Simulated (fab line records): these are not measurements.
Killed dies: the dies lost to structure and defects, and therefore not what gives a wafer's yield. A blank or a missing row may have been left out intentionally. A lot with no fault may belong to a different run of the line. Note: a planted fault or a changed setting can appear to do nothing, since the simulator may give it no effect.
Problem report, 8D (eight disciplines) form, completed by code	flow sfq-line	the parts of the form that need people (team, actions taken, sign-off) are left out

## 1. WHAT IS WRONG
Wafers without a fault read 231.25 s, standard deviation 0.25; run-length-s at SFQ_TRILAYER_M5_ETCH_METAL_ETCH_126 reads a mean of 191.24 s on 2 wafers belonging to 2 lots. So: -99 or more standard deviations from the usual mean.
The step: etches Nb in Cl2/BCl3, stops on SiO2, time 203.2 s, target depth 265 nm.
The first sign was on wafer L898.6 at day 67 16:49, on rie-metal-04. The record has a number at this step for 18 wafers belonging to 6 lots. Rule for "out" (also "out of limits"): further than 4 standard deviations from the usual mean. The rest of the wafers with a number are treated as sound.

## 2. WHAT IT IS, AND WHAT IT ISN'T
question	is	is not
which readings at this step	run-length-s, oes-product-au	drypump-motor-current-A
which lots	L898, L900	L886, L907, L908, L909
which wafers of those lots	L898.6, L900.6	L898.2, L898.5, L900.2, L900.4
read on which tools	rie-metal-04	rie-metal-01
when	from day 67 16:49	up to then (5 sound wafers); but 11 sound wafers of L900, L907, L908, L909 came after

## 3. SUSPECTS, AND WHAT RULES EACH OUT
Counting: a tool at a process step up to the reading stays a suspect if it ran every lot that is out. Sound lots after the first of them don't rule it out here, since some wafers of a struck lot are sound.
- rie-metal-03 at SFQ_TRILAYER_JJ_CE_STRIP_STRIP_120 (strips in O2): kept. It ran every lot that is out, first L898 (day 63 09:50).
- rie-metal-04 at SFQ_TRILAYER_M5_BARC_OPEN_METAL_ETCH_161 (etches BARC in O2, target depth 125 nm, time 41.7 s): kept. It ran every lot that is out, first L898 (day 67 16:46).
- rie-metal-04 at SFQ_TRILAYER_M5_ETCH_METAL_ETCH_126 (etches Nb in Cl2/BCl3, stops on SiO2, time 203.2 s, target depth 265 nm): kept. It ran every lot that is out, first L898 (day 67 16:49). Out on those wafers are its own readings of oes-product-au, run-length-s.
The count leaves rie-metal-03 at SFQ_TRILAYER_JJ_CE_STRIP_STRIP_120, rie-metal-04 at SFQ_TRILAYER_M5_BARC_OPEN_METAL_ETCH_161, and rie-metal-04 at SFQ_TRILAYER_M5_ETCH_METAL_ETCH_126.

## 4. THE CAUSE (what the simulator had put in)
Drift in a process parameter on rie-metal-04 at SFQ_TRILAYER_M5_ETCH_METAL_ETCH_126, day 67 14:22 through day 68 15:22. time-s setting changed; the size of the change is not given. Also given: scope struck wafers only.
After counting, 3 suspects remain, this tool included.

## 5. SEQUENCE OF EFFECTS, ordered by route
One row per reading whose mean, taken over the struck wafers that have a number, lies over 3 standard deviations from the usual. Only readings for which the record gives a usual standard deviation are gone through. hours: the time from each lot's start at the first step in this table that gives one to its start at this step, as a median over the lots. sigmas: the change in usual standard deviations.
hours	step	reading	usual	on struck wafers	change	sigmas
0	SFQ_TRILAYER_M5_ETCH_METAL_ETCH_126	oes-product-au	0.729 a.u.	0.907	+0.178	+31
0	SFQ_TRILAYER_M5_ETCH_METAL_ETCH_126	run-length-s	231.25 s	191.24	-40.01	-99 or more
The process steps in it:
- SFQ_TRILAYER_M5_ETCH_METAL_ETCH_126: etches Nb in Cl2/BCl3, stops on SiO2, time 203.2 s, target depth 265 nm.

## 6. WHAT WOULD HAVE CAUGHT IT SOONER
In this record the first reading out of limits was taken at day 67 16:49, 2 hours after the fault began at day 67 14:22.
